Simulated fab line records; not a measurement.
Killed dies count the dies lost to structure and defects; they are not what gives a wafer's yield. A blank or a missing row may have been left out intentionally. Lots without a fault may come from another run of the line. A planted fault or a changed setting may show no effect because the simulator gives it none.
Split-lot experiment || flow sky130 || 27 wafers read from 5 lots, route of 708 steps

== ON THE SPLIT ==
At SKY_METAL4_ETCH_17 (etches SiO2 in C4F8/O2/Ar, stops on TiN, time 3.9 s, target depth 15 nm), the setting timeS was moved away from the recipe's 3.9 s on 12 of the 27 wafers read, by -52.1% to +51.6%. For the rest of the wafers, this setting stayed at what the recipe calls for.

The split's own step is where the reading is taken.

== THE READING ==
oesProductAu, in a.u., at SKY_METAL4_ETCH_17 (etches SiO2 in C4F8/O2/Ar, stops on TiN, time 3.9 s, target depth 15 nm). Fault-free wafers of this fab line usually give 0.752 a.u., standard deviation 0.0078 a.u.

{"wafer": "L077.1", "tool, chamber at the split": "rieDiel-01, 1", "timeS as run, s": 3.9, "against the recipe": "recipe", "oesProductAu, a.u.": 0.756, "against lot-mates on the recipe": "-"}
{"wafer": "L077.2", "tool, chamber at the split": "rieDiel-01, 0", "timeS as run, s": 5.914, "against the recipe": "+51.6%", "oesProductAu, a.u.": 0.642, "against lot-mates on the recipe": -0.112}
{"wafer": "L077.3", "tool, chamber at the split": "rieDiel-01, 3", "timeS as run, s": 3.9, "against the recipe": "recipe", "oesProductAu, a.u.": 0.752, "against lot-mates on the recipe": "-"}
{"wafer": "L077.4", "tool, chamber at the split": "rieDiel-01, 2", "timeS as run, s": 5.914, "against the recipe": "+51.6%", "oesProductAu, a.u.": 0.638, "against lot-mates on the recipe": -0.116}
{"wafer": "L077.5", "tool, chamber at the split": "rieDiel-01, 1", "timeS as run, s": 3.9, "against the recipe": "recipe", "oesProductAu, a.u.": 0.754, "against lot-mates on the recipe": "-"}
{"wafer": "L077.6", "tool, chamber at the split": "rieDiel-01, 0", "timeS as run, s": 5.914, "against the recipe": "+51.6%", "oesProductAu, a.u.": 0.649, "against lot-mates on the recipe": -0.105}
{"wafer": "L080.1", "tool, chamber at the split": "rieDiel-04, 0", "timeS as run, s": 3.9, "against the recipe": "recipe", "oesProductAu, a.u.": 0.749, "against lot-mates on the recipe": "-"}
{"wafer": "L080.2", "tool, chamber at the split": "rieDiel-04, 2", "timeS as run, s": 3.9, "against the recipe": "recipe", "oesProductAu, a.u.": 0.741, "against lot-mates on the recipe": "-"}
{"wafer": "L080.3", "tool, chamber at the split": "rieDiel-04, 3", "timeS as run, s": 3.9, "against the recipe": "recipe", "oesProductAu, a.u.": 0.735, "against lot-mates on the recipe": "-"}
{"wafer": "L080.4", "tool, chamber at the split": "rieDiel-04, 1", "timeS as run, s": 2.636, "against the recipe": "-32.4%", "oesProductAu, a.u.": 0.943, "against lot-mates on the recipe": "+0.201"}
{"wafer": "L080.5", "tool, chamber at the split": "rieDiel-04, 3", "timeS as run, s": 2.636, "against the recipe": "-32.4%", "oesProductAu, a.u.": 0.932, "against lot-mates on the recipe": "+0.190"}
{"wafer": "L080.6", "tool, chamber at the split": "rieDiel-04, 0", "timeS as run, s": 2.636, "against the recipe": "-32.4%", "oesProductAu, a.u.": 0.933, "against lot-mates on the recipe": "+0.191"}
{"wafer": "L082.1", "tool, chamber at the split": "rieDiel-01, 0", "timeS as run, s": 1.868, "against the recipe": "-52.1%", "oesProductAu, a.u.": 1.000, "against lot-mates on the recipe": "+0.248"}
{"wafer": "L082.2", "tool, chamber at the split": "rieDiel-01, 3", "timeS as run, s": 1.868, "against the recipe": "-52.1%", "oesProductAu, a.u.": 0.997, "against lot-mates on the recipe": "+0.245"}
{"wafer": "L082.3", "tool, chamber at the split": "rieDiel-01, 1", "timeS as run, s": 3.9, "against the recipe": "recipe", "oesProductAu, a.u.": 0.741, "against lot-mates on the recipe": "-"}
{"wafer": "L082.4", "tool, chamber at the split": "rieDiel-01, 2", "timeS as run, s": 3.9, "against the recipe": "recipe", "oesProductAu, a.u.": 0.758, "against lot-mates on the recipe": "-"}
{"wafer": "L082.5", "tool, chamber at the split": "rieDiel-01, 2", "timeS as run, s": 3.9, "against the recipe": "recipe", "oesProductAu, a.u.": 0.756, "against lot-mates on the recipe": "-"}
{"wafer": "L082.6", "tool, chamber at the split": "rieDiel-01, 1", "timeS as run, s": 1.868, "against the recipe": "-52.1%", "oesProductAu, a.u.": 0.992, "against lot-mates on the recipe": "+0.240"}
{"wafer": "L084.1", "tool, chamber at the split": "rieDiel-02, 3", "timeS as run, s": 3.9, "against the recipe": "recipe", "oesProductAu, a.u.": 0.759, "against lot-mates on the recipe": "-"}
{"wafer": "L084.2", "tool, chamber at the split": "rieDiel-02, 0", "timeS as run, s": 3.9, "against the recipe": "recipe", "oesProductAu, a.u.": 0.760, "against lot-mates on the recipe": "-"}
{"wafer": "L084.4", "tool, chamber at the split": "rieDiel-02, 1", "timeS as run, s": 3.9, "against the recipe": "recipe", "oesProductAu, a.u.": 0.756, "against lot-mates on the recipe": "-"}
{"wafer": "L085.1", "tool, chamber at the split": "rieDiel-04, 0", "timeS as run, s": 5.67, "against the recipe": "+45.4%", "oesProductAu, a.u.": 0.644, "against lot-mates on the recipe": -0.100}
{"wafer": "L085.2", "tool, chamber at the split": "rieDiel-04, 2", "timeS as run, s": 3.9, "against the recipe": "recipe", "oesProductAu, a.u.": 0.743, "against lot-mates on the recipe": "-"}
{"wafer": "L085.3", "tool, chamber at the split": "rieDiel-04, 3", "timeS as run, s": 3.9, "against the recipe": "recipe", "oesProductAu, a.u.": 0.747, "against lot-mates on the recipe": "-"}
{"wafer": "L085.4", "tool, chamber at the split": "rieDiel-04, 1", "timeS as run, s": 5.67, "against the recipe": "+45.4%", "oesProductAu, a.u.": 0.649, "against lot-mates on the recipe": -0.095}
{"wafer": "L085.5", "tool, chamber at the split": "rieDiel-04, 0", "timeS as run, s": 3.9, "against the recipe": "recipe", "oesProductAu, a.u.": 0.743, "against lot-mates on the recipe": "-"}
{"wafer": "L085.6", "tool, chamber at the split": "rieDiel-04, 3", "timeS as run, s": 5.67, "against the recipe": "+45.4%", "oesProductAu, a.u.": 0.649, "against lot-mates on the recipe": -0.095}

THE FIT
A straight line over all 27 wafers: oesProductAu changes by -0.00346 a.u. for each +1% of timeS; r = -0.95; the points scatter about the line by 0.035 a.u.
The same after taking each lot's own level away (the mean of its wafers on the recipe; 27 wafers): -0.00348 a.u. for each +1%; r = -0.95; scatter 0.036 a.u.
That fit puts the effect of the largest move of timeS on the reading at 0.18 a.u.
From 0.7417 to 0.7583 a.u.: that is the span of the lots' own levels, equal to 2.1 times the standard deviation above.
So the lot-to-lot level changes the slope little: the two slopes agree.
Check: for one of the wafers moved furthest among these (-52.1%), held out of the fit, the line's prediction against its lot-mates is +0.205 a.u. It came out at +0.248 a.u. against them.
Tool readings at the split's step, against how far the setting was moved: oesProductAu r = -0.95.

== FURTHER SPLITS ON THESE WAFERS ==
These wafers also went through other splits before the reading. Each is held against what the fit with the lots' levels taken away leaves over:
{"other split on the same wafers": "SKY_CAPM_SPUTTER_02 timeS", "wafers away from the commonest value": 6, "r with oesProductAu (lot level and that fit taken away)": -0.12}
{"other split on the same wafers": "SKY_METAL4_SPUTTER_02 timeS", "wafers away from the commonest value": 6, "r with oesProductAu (lot level and that fit taken away)": -0.03}

== THE FILE'S OWN FIT ==
oesProductAu changes by -0.00343 a.u. for each +1% of timeS, r = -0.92.
